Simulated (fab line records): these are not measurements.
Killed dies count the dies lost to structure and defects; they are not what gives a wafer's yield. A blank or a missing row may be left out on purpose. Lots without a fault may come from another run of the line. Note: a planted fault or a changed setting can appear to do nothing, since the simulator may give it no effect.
A single fault, viewed from 2 desks ; flow sky130 ; every desk sees just its own numbers, and what lay behind them comes last

FROM THE METROLOGY DESK
Lot by lot, what the gauges showed, no matter which tool ran the lot: averages of those sampled wafers that carry a number. If a lot's mean is further than 4 standard deviations from the usual mean, the lot is out of limits and carries the mark OUT (the distance appears in the brackets).
Columns: A = VIA2_HDPCVD_THK at SKY_VIA2_THK_MEAS_01, usual 1175 nm
lot;first seen here;A
L411;day 35 12:03;1192
L412;day 35 23:55;1164
L413;day 36 08:36;1179
L414;day 36 17:03;1180
L415;day 36 21:10;1172
L418;day 37 15:50;1175
L420;day 38 10:19;1185
L422;day 38 21:12;1171
L428;day 40 13:05;1168
L429;day 40 19:04;1176
L430;day 41 08:52;1183
L432;day 41 14:02;1165
L434;day 42 07:40;1173
Result from this desk: across the 13 lots, nothing is out of limits.

AT THE TOOL OWNER'S DESK: implanter-01
SKY_LDD_P_IMPLANT_09, tool's own readings: per-lot mean of the sampled wafers with a number, covering each lot this tool ran. If a lot's mean is further than 4 standard deviations from the usual mean, the lot is out of limits and carries the mark OUT (the distance appears in the brackets).
Columns: A = dose_ions_cm2 at SKY_LDD_P_IMPLANT_09, usual 9.998e+12
lot;first seen here;A
L413;day 20 09:35;9.996e+12
L420;day 22 17:34;1.001e+13
L422;day 23 08:01;9.999e+12
L428;day 25 09:35;1.001e+13
L429;day 25 14:58;9.681e+12 (-26) OUT
L430;day 26 08:01;9.659e+12 (-28) OUT
This desk's finding: out of limits on L429, L430; first on L429, day 25 14:58 (dose_ions_cm2 at SKY_LDD_P_IMPLANT_09). In limits: L413, L420, L422, L428.

TAKEN TOGETHER
The tool owner's desk had the chance to raise an alarm at day 25 14:58 on L429, L430.
The metrology desk saw nothing out of limits.
The metrology desk has L429, L430 on record, within its limits.
SKY_LDD_P_IMPLANT_09 was run on implanter-01 by each of the lots named.

WHAT THE SIMULATOR PUT IN
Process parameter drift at SKY_LDD_P_IMPLANT_09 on implanter-01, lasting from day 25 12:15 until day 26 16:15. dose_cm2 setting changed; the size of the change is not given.
Lots struck among those shown: L429, L430.
Hours from the fault's start to each desk's first reading out of limits: the tool owner's desk, 3.
